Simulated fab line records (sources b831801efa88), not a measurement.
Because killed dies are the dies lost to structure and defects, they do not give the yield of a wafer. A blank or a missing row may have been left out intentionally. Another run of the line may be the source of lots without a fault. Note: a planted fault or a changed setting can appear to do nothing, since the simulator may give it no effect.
Struck lot and sound lot, side by side || flow sky130 || 14 out of 708 route steps
Sound: the wafers L946.1, L946.4, L946.6. The struck wafers were L954.3, L954.4, L954.6. The cause comes at the end.
Per side, at each step with rows, come the tool, then ch with its chambers, and then its first start. Under that, the readings that differ: sound wafers || struck wafers || difference of the means || sigmas: that difference in standard deviations of wafers without a fault.
alike: readings with means less than 2 such deviations apart, plus words and numbers identical on both sides. not compared: withheld readings, readings lacking a value on some wafer, bounds such as >300 that could conceal the same value, and numbers that have no deviation in the record and whose values overlap.
The two part at a step that has a row with sigmas, a row that says differs or no value, or rows on one side only. Numbers that don't overlap but have no deviation are shown without sigmas and don't part them. A reading that every wafer of one side lacks parts them only if that side has two wafers or more.

SKY_VIA4_OVL_MEAS_11:
  struck on overlay-01, day 46 20:48; sound on overlay-02, day 44 13:48
  alike: VIA4_OVL
then, 1 step without rows for these wafers: SKY_VIA4_ETCH_12 (etches SiO2 in C4F8/O2/Ar, stops on TiN, target depth 580 nm).
SKY_VIA4_STRIP_13: strips in O2/N2.
  sound on plasma-asher-03 ch 1, day 44 13:55; struck on plasma-asher-01 ch 0,1, day 46 20:56
{"reading": "o2-flow-sccm (sccm)", "sound": "3016 3016 3008", "struck": "3000 2986 2986", "difference": -23, "sigmas": -3}
{"reading": "strip-time-to-endpoint-s (s)", "sound": "12.822 12.739 12.732", "struck": "12.827 12.846 12.848", "difference": "+0.076", "sigmas": "+3"}
  alike: drypump-motor-current-A, oes-product-au
  not compared: rf-hours-counter-h
then, 3 steps without rows for these wafers: SKY_VIA4_STRIP_14 (strips in post etch residue remover, time 1200 s); SKY_VIA4_CLEAN_15 (cleans in IPA, time 180 s); SKY_VIA4_CLEAN_16 (cleans in O3/DIW).
SKY_VIA4_SPUTTER_17: material TiN, target thk 20 nm, time 80 s.
  struck on pvd-sputter-04, day 46 21:29; sound on pvd-sputter-02, day 44 14:32
  alike: cathode-dc-power-W, chamber-pressure-pa, throttle-valve-pct
SKY_VIA4_CVD_18: deposits W, target thk 505 nm, time 152.14 s.
  sound on cvd-w-01 ch 0,1, day 44 14:36; struck on cvd-w-02 ch 0,1, day 46 21:36
{"reading": "heater-power-w (W)", "sound": "916 924 858", "struck": "720 803 728", "difference": -149, "sigmas": -2}
SKY_VIA4_RS_MEAS_19: measurement is done with a four-point probe.
  struck on film-metro-04, day 46 21:44; sound on film-metro-04, day 44 14:45
  alike: VIA4_W_RS
SKY_VIA4_THK_MEAS_20: measures by xrf.
  struck on film-metro-04, day 46 21:50; sound on film-metro-04, day 44 14:52
  alike: VIA4_W_THK
then, 1 step without rows for these wafers: SKY_VIA4_CMP_21 (polishes, stops on SiO2, t overpolish 25 s, target thk 0 nm).
SKY_METAL5_SPUTTER_00: material Ti, target thk 15 nm, time 10 s.
  struck on pvd-sputter-01, day 46 22:28; sound on pvd-sputter-03, day 44 15:14
  alike: cathode-dc-power-W, chamber-pressure-pa, throttle-valve-pct
SKY_METAL5_SPUTTER_01: material TiN, target thk 20 nm, time 16.7 s.
  struck on pvd-sputter-01, day 46 22:29; sound on pvd-sputter-03, day 44 15:15
  no value came back on the struck wafers for cathode-dc-power-W (W), chamber-pressure-pa (Pa), throttle-valve-pct (%); on the sound wafers cathode-dc-power-W (W) reads 6500.7 6497.9 6498.3
SKY_METAL5_SPUTTER_02: material AlCu, target thk 1150 nm, time 61.2 s.
  struck on pvd-sputter-01, day 46 22:31; sound on pvd-sputter-03, day 44 15:17
  alike: cathode-dc-power-W, chamber-pressure-pa, throttle-valve-pct

WHERE THEY PART
First at SKY_VIA4_STRIP_13; last, within this record, at SKY_METAL5_SPUTTER_01. Later steps at which nothing parts them and some readings are alike: SKY_METAL5_SPUTTER_02.

WHY: what the simulator had put in
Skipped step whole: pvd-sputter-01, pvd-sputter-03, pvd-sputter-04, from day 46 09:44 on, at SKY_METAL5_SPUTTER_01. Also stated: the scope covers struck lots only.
